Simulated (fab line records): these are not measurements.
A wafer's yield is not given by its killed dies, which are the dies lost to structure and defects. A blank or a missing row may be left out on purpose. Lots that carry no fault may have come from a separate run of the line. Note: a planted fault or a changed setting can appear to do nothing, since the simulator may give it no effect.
A struck lot beside a sound one    flow gf180mcu    15 steps out of a route of 602
Sound: these wafers, L755.1, L755.2, L755.6. The struck wafers were L758.4, L758.5, L758.6. The cause is named last.
For every step that has rows: the tool of each side, followed by ch and its chambers, followed by its first start. Under that, the readings that differ: sound wafers    struck wafers    difference of the means    sigmas: that difference in standard deviations of wafers without a fault.
alike: readings whose means differ by less than 2 such deviations, and words and numbers that are the same on both sides. not compared: withheld readings, readings that some wafer has no value for, bounds like >300 that may hide the same value, and numbers for which the record gives no deviation and whose values overlap.
Wherever a step has rows on one side only, a row that says differs or no value, or a row with sigmas, the two part there. Non-overlapping numbers with no deviation appear without sigmas and do not part them. Lack of a reading on every wafer of one side parts them only where that side has two or more wafers.

GF_M1_SPUTTER_04: material TiN, target thk 50 nm, time 41.7 s.
  struck on pvd_sputter-04, day 20 18:18; sound on pvd_sputter-04, day 19 09:27
  alike: throttle_valve_pct
GF_M1_RS_MEAS_05: a four-point-probe measurement.
  struck on film_metro-01, day 20 18:24; sound on film_metro-01, day 19 09:29
  alike: M1_ALCU_RS
GF_M1_THK_MEAS_06: measures by xrf.
  struck on film_metro-01, day 20 18:29; sound on film_metro-01, day 19 09:37
  alike: M1_ALCU_THK
then, 7 steps without rows for these wafers: GF_M1_DEHYDRATE_07 (time 60 s); GF_M1_HMDS_08 (prime time 60 s); GF_M1_COAT_09 (resist thk 1000 nm); GF_M1_SOFTBAKE_10 (time 60 s); GF_M1_EXPOSE_11 (exposes mask Metal1, target cd 230 nm); GF_M1_PEB_12 (peb time 90 s); GF_M1_DEVELOP_13 (develop time 60 s).
GF_M1_CD_MEAS_14 targets a cd of 230 nm.
  struck on cd_sem-02, day 21 18:42; sound on cd_sem-02, day 20 09:55
  alike: cd_nm
GF_M1_OVL_MEAS_15:
  struck on overlay-02, day 21 18:47; sound on overlay-01, day 20 10:02
  alike: M1_OVL
GF_M1_METAL_ETCH_16: etches the open film in Cl2/BCl3, stops on SiO2, target depth 627.5 nm, time 104.6 s.
  sound on rie_metal-01 ch 0,1, day 20 10:05; struck on rie_metal-03 ch 0,1, day 21 18:50
  no value came back on the struck wafers for any of 5 readings (bcl3_flow_sccm (sccm), bias_w (W) and others); on the sound wafers bcl3_flow_sccm (sccm) reads 40.05 40.08 40.04
reading                              sound            struck             difference  sigmas
model.KrF_of_M1_COAT_09.thk_nm (nm)  731.5 732 729.2  984.7 984.4 987.8  +254.7      
  not compared: rf_hours_counter_h
GF_M1_STRIP_17: strips in O2/N2.
  sound on plasma_asher-01 ch 0,1, day 20 10:11; struck on plasma_asher-04 ch 0,1, day 21 18:56
reading                       sound              struck             difference  sigmas
oes_product_au (a.u.)         0.555 0.553 0.555  0.668 0.662 0.661  +0.109      +22
strip_time_to_endpoint_s (s)  7.83 7.83 7.81     10.20 10.21 10.23  +2.39       +60
  alike: drypump_motor_current_A, heater_power_w
  not compared: rf_hours_counter_h
then, 1 step without rows for these wafers: GF_M1_STRIP_18 (strips in post etch residue remover, time 1200 s).

== WHERE THEY PART ==
Last at GF_M1_STRIP_17 as far as this record goes, first at GF_M1_METAL_ETCH_16.

WHY: what had been put in by the simulator
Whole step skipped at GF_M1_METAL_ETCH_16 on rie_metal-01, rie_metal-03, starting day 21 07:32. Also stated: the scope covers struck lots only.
